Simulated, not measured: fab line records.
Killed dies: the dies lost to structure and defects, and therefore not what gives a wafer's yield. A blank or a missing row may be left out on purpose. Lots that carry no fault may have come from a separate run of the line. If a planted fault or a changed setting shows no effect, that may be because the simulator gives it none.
Struck lot and sound lot, side by side + flow sky130 + 21 steps out of a route of 708
Sound: the wafers L310.2, L310.4, L310.6. Struck: wafer L322.6 (L322.3, L322.4, from the same lot, were not struck and are left out); the cause is given at the end.
Each step with rows lists, per side, the tool, then ch with its chambers, then its first start. Under that, the readings that differ: sound wafers + struck wafers + difference of the means + sigmas: that difference in standard deviations of wafers without a fault.
alike: words and numbers the same on both sides, and readings whose means are apart by under 2 such deviations; not compared: readings that were withheld, readings missing a value for some wafer, numbers with overlapping values and no deviation given by the record, and bounds like >300 which may hide the same value.
A row with sigmas, a row that says differs or no value, or rows on one side alone: a step with any of these is where the two part. When numbers do not overlap yet have no deviation, they are printed without sigmas and do not part them. A reading missing from all wafers of one side parts the sides only when that side holds two or more wafers.

first, 4 steps without rows for these wafers: SKY_METAL2_STRIP_21 (strips in post etch residue remover, time 1200 s); SKY_METAL2_CLEAN_22 (cleans in IPA, time 180 s); SKY_METAL2_CLEAN_23 (cleans in O3/DIW); SKY_VIA2_HDPCVD_00 (deposits SiO2, target thk 1180 nm, time 196.7 s).
SKY_VIA2_THK_MEAS_01:
  sound on film metro-04 at day 35 10:26; struck on film metro-03 at day 39 03:20
  alike: VIA2_HDPCVD_THK
SKY_VIA2_CMP_02: polishes SiO2.
  sound on cmp-01 ch 1,2,3, day 35 10:35; struck on cmp-02 ch 2, day 39 03:36
  alike: motor current A, slurry flow ml min
SKY_VIA2_BOW_MEAS_03:
  sound on film metro-02 at day 35 10:49; struck on film metro-02 at day 39 03:56
  alike: VIA2_BOW
then, 5 steps without rows for these wafers: SKY_VIA2_DEHYDRATE_04 (time 60 s); SKY_VIA2_HMDS_05 (prime time 60 s); SKY_VIA2_COAT_06 (resist thk 60 nm); SKY_VIA2_COAT_07 (resist thk 450 nm); SKY_VIA2_SOFTBAKE_08 (time 90 s).
SKY_VIA2_EXPOSE_09: exposes mask VIM2, target cd 200 nm.
  sound on krf scanner-01 ch 0, day 35 23:54; struck on krf scanner-01 ch 0, day 39 16:01
  alike: mask, focus offset nm
then, 2 steps without rows for these wafers: SKY_VIA2_PEB_10; SKY_VIA2_DEVELOP_11 (develop time 60 s).
SKY_VIA2_CD_MEAS_12: the cd target is 200 nm.
  sound on cd sem-02 at day 36 12:16; struck on cd sem-01 at day 40 04:20
| reading    | sound             | struck | difference | sigmas |
|------------|-------------------|--------|------------|--------|
| cd nm (nm) | 201.1 200.0 201.6 | 173.8  | -27.1      | -21    |
SKY_VIA2_OVL_MEAS_13:
  sound on overlay-01 at day 36 12:22; struck on overlay-02 at day 40 04:26
  alike: VIA2_OVL
SKY_VIA2_ETCH_14: etches BARC in N2/H2, stops on SiO2, time 45.9 s, target depth 60 nm.
  sound on rie diel-02 ch 0,2,3, day 36 12:24; struck on rie diel-02 ch 0, day 40 04:27
| reading               | sound             | struck | difference | sigmas |
|-----------------------|-------------------|--------|------------|--------|
| model.VIA2.cd nm (nm) | 202.2 200.1 202.2 | 174.4  | -27.1      |        |
  alike: chamber pressure mTorr, drypump motor current A, oes product au, throttle valve pct
  not compared: rf hours counter h
SKY_VIA2_ETCH_15: etches SiO2 in C4F8/O2/Ar, stops on TiN, target depth 546 nm, time 84 s.
  sound on rie diel-02 ch 0,2,3, day 36 12:26; struck on rie diel-02 ch 0, day 40 04:29
| reading               | sound             | struck | difference | sigmas |
|-----------------------|-------------------|--------|------------|--------|
| model.VIA2.cd nm (nm) | 198.4 201.1 200.4 | 174.4  | -25.6      |        |
  alike: chamber pressure mTorr, oes product au
  not compared: rf hours counter h
SKY_VIA2_STRIP_16: strips in O2/N2.
  sound on plasma asher-04 ch 1, day 36 12:31; struck on plasma asher-02 ch 1, day 40 04:35
  alike: chamber pressure mTorr, drypump motor current A, oes product au, strip time to endpoint s
  not compared: rf hours counter h
-- the record jumps here: 9 days lie between the struck wafers' starts before and after (it left off in module VIA2 and takes up again in module PAD_OPEN, whose first step shown is number 708 of the route) --
SKY_PAD_OPEN_PROBE_99:
  sound on prober-02 at day 45 22:28; struck on prober-02 at day 48 22:25
| reading                       | sound             | struck | difference | sigmas |
|-------------------------------|-------------------|--------|------------|--------|
| model.etest.via2 chain.rc ohm | 10.47 9.973 9.912 | 12.48  | +2.36      |        |

WHERE THEY PART
SKY_VIA2_CD_MEAS_12 only, going by this record. Later steps at which nothing parts them and some readings are alike: SKY_VIA2_OVL_MEAS_13, SKY_VIA2_ETCH_14, SKY_VIA2_ETCH_15, SKY_VIA2_STRIP_16.

WHY: what had been put in by the simulator
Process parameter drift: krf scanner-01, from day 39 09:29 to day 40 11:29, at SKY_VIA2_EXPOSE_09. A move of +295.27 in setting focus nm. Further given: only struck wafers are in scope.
